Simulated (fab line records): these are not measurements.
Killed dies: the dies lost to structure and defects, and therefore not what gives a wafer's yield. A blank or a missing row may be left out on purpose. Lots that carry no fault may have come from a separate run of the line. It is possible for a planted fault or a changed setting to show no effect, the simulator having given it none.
Problem report in the 8D (eight disciplines) form, filled by code / flow sfq-line / the parts of the form that need people (team, actions taken, sign-off) are left out

== 1. THE ISSUE ==
Across 6 wafers from 2 lots, M4_NB_RS at SFQ_M4_RS_MEAS_924 averages 0.495 ohm/sq, while fault-free wafers read 0.891 ohm/sq with a standard deviation of 0.0074. Relative to the usual mean, that is a shift of -53 standard deviations.
The step: measures by four-point-probe.
First observed at day 37 02:42: wafer L862.1, on film-metro-03. At this step, 42 wafers from 14 lots have a number in the record. By rule, "out" or "out of limits" means more than 4 standard deviations away from the usual mean. The other wafers with a number count as sound.

== 2. WHAT THIS IS AND IS NOT ==
question=which readings at this step | is=M4_NB_RS | is not=-
question=which lots | is=L862, L863 | is not=L849, L851, L852, L854, L855, L858, L866, L867, L869, L870, L871, L872
question=which wafers of those lots | is=all that have a number | is not=-
question=read on which gauges | is=film-metro-02, film-metro-03 | is not=film-metro-04
question=when | is=from day 37 02:42 | is not=up to then (18 sound wafers); but 18 sound wafers of L866, L867, L869, L870, L871, L872 came after

== 3. THE SUSPECTS, EACH WITH WHAT RULES IT OUT ==
Counting: a tool at a process step up to the reading stays a suspect if it ran every lot that is out and no sound lot after the first of them.
- the gauge at SFQ_M4_RS_MEAS_924: ruled out. Those wafers that are out were read across 2 gauges (film-metro-02, film-metro-03).
- pvd-sputter-05 at SFQ_TRILAYER_M4_DEP_SPUTTER_091 (material Nb, target thk 200 nm, time 133.3 s): ruled out as a lasting fault. Following L862 (day 37 02:37), the first lot on it that is out, the sound lots L866, L867, L870, L871 were run on it.
Left after counting: nothing in the record.

== 4. THE CAUSE (what the simulator had put in) ==
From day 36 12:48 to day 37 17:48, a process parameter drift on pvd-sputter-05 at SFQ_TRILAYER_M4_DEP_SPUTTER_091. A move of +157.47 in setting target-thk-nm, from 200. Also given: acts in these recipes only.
Counting ruled it out, wrongly: the rule takes a fault to strike every lot that its tool runs from its start on, and this one did not.

== 5. SEQUENCE OF EFFECTS, ordered by route ==
Rows list readings where the struck wafers' mean (over those with a number) sits beyond 3 standard deviations from the usual. Only readings whose record carries a usual standard deviation are examined. hours: median over the lots of the time between each lot's start at the first step of this table that gives one and its start at this step. sigmas: the change, counted in usual standard deviations.
hours=0; step=SFQ_M4_RS_MEAS_924; reading=M4_NB_RS; usual=0.891 ohm/sq; on struck wafers=0.495; change=-0.396; sigmas=-53
hours=109; step=SFQ_TRILAYER_M4_ETCH_METAL_ETCH_096; reading=oes-product-au; usual=0.894 a.u.; on struck wafers=1.004; change=+0.110; sigmas=+18
The process steps in it:
- SFQ_TRILAYER_M4_ETCH_METAL_ETCH_096: etches Nb in Cl2/Ar, stops on SiO2, target depth 240 nm, time 120 s.

== 6. WHAT WOULD HAVE CAUGHT IT SOONER ==
The first out-of-limits reading at a measuring or inspecting step in this record came at day 37 02:42, 14 hours after the fault's start at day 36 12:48.
No tool reading at SFQ_TRILAYER_M4_DEP_SPUTTER_091 that has a usual standard deviation in the record was out on any struck wafer, so an alarm limit of 4 standard deviations on those readings would not have fired.
